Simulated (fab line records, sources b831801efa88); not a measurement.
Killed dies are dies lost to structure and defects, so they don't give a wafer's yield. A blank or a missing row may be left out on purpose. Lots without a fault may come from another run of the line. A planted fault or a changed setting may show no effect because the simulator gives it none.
A struck lot beside a sound one | flow sfq_line | 14 steps out of a route of 325
Sound: wafers L825.3, L825.4, L825.6. Struck: wafers L835.1, L835.3, L835.5. The cause comes at the end.
At each step with rows: each side's tool, then ch and its chambers, then its first start. Under that, the readings that differ: sound wafers | struck wafers | difference of the means | sigmas: that difference in standard deviations of wafers without a fault.
alike: readings whose means differ by less than 2 such deviations, and words and numbers that are the same on both sides. not compared: withheld readings, readings that some wafer has no value for, bounds like >300 that may hide the same value, and numbers for which the record gives no deviation and whose values overlap.
The two part at a step that has a row with sigmas, a row that says differs or no value, or rows on one side only. Numbers that don't overlap but have no deviation are shown without sigmas and don't part them. A reading that every wafer of one side lacks parts them only if that side has two wafers or more.

first, 1 step without rows for these wafers: SFQ_TRILAYER_M7_STRIP_SOLV_CLEAN_182 (cleans in NMP, time 600 s).
SFQ_TRILAYER_I7_DEP_PECVD_183: deposits SiO2 from SiH4/N2O, time 111.11 s, target thk 500 nm.
  sound on pecvd-04 ch 0,2, day 71 19:04; struck on pecvd-03 ch 0,1, day 79 15:07
  alike: heater_power_w, throttle_valve_pct
SFQ_TRILAYER_I7_CMP_CMP_184: polishes SiO2.
  sound on cmp-02 ch 1,2,3, day 71 23:50; struck on cmp-01 ch 0,2,3, day 79 17:23
  reading                | sound       | struck      | difference | sigmas
  time_to_endpoint_s (s) | 197 206 210 | 219 210 225 | +14        | +2
  alike: motor_current_A
SFQ_I7_BOW_MEAS_946:
  sound on film_metro-04, day 72 02:22; struck on film_metro-04, day 79 20:23
  alike: I7_BOW
SFQ_TRILAYER_I7_METRO_MEASURE_185:
  sound on film_metro-04, day 72 02:51; struck on film_metro-04, day 79 20:31
  alike: thk_nm
then, 6 steps without rows for these wafers: SFQ_TRILAYER_I7_VIA_LITHO_COAT_192 (resist thk 62 nm); SFQ_TRILAYER_I7_VIA_LITHO_COAT_187 (resist thk 650 nm); SFQ_TRILAYER_I7_VIA_LITHO_SOFTBAKE_191; SFQ_TRILAYER_I7_VIA_LITHO_EXPOSE_188 (exposes mask I7, target cd 1000 nm); SFQ_TRILAYER_I7_VIA_LITHO_PEB_190 (peb time 60 s); SFQ_TRILAYER_I7_VIA_LITHO_DEVELOP_189 (time 60 s).
SFQ_I7_OVL_MEAS_947:
  sound on overlay-01, day 72 05:55; struck on overlay-01, day 80 00:57
  alike: I7_OVL
SFQ_TRILAYER_I7_VIA_BARC_OPEN_VIA_ETCH_260: etches BARC in O2, target depth 125 nm, time 41.7 s.
  sound on rie_diel-04 ch 0,1,2, day 72 05:56; struck on rie_diel-04 ch 0,3, day 80 00:59
  reading    | sound             | struck            | difference | sigmas
  bias_w (W) | 79.46 80.53 80.28 | 71.53 71.64 71.36 | -8.58      | -41
  alike: drypump_motor_current_A, oes_product_au
  not compared: rf_hours_counter_h
SFQ_TRILAYER_I7_VIA_ETCH_VIA_ETCH_190: etches SiO2 in CHF3, stops on Nb, target depth 260 nm.
  sound on rie_diel-04 ch 0,1,2, day 72 05:58; struck on rie_diel-04 ch 0,3, day 80 01:02
  alike: bias_w, drypump_motor_current_A, oes_product_au

WHERE THEY PART
First at SFQ_TRILAYER_I7_CMP_CMP_184; last, within this record, at SFQ_TRILAYER_I7_VIA_BARC_OPEN_VIA_ETCH_260. Later steps at which nothing parts them and some readings are alike: SFQ_TRILAYER_I7_VIA_ETCH_VIA_ETCH_190.

WHY: what the simulator had put in
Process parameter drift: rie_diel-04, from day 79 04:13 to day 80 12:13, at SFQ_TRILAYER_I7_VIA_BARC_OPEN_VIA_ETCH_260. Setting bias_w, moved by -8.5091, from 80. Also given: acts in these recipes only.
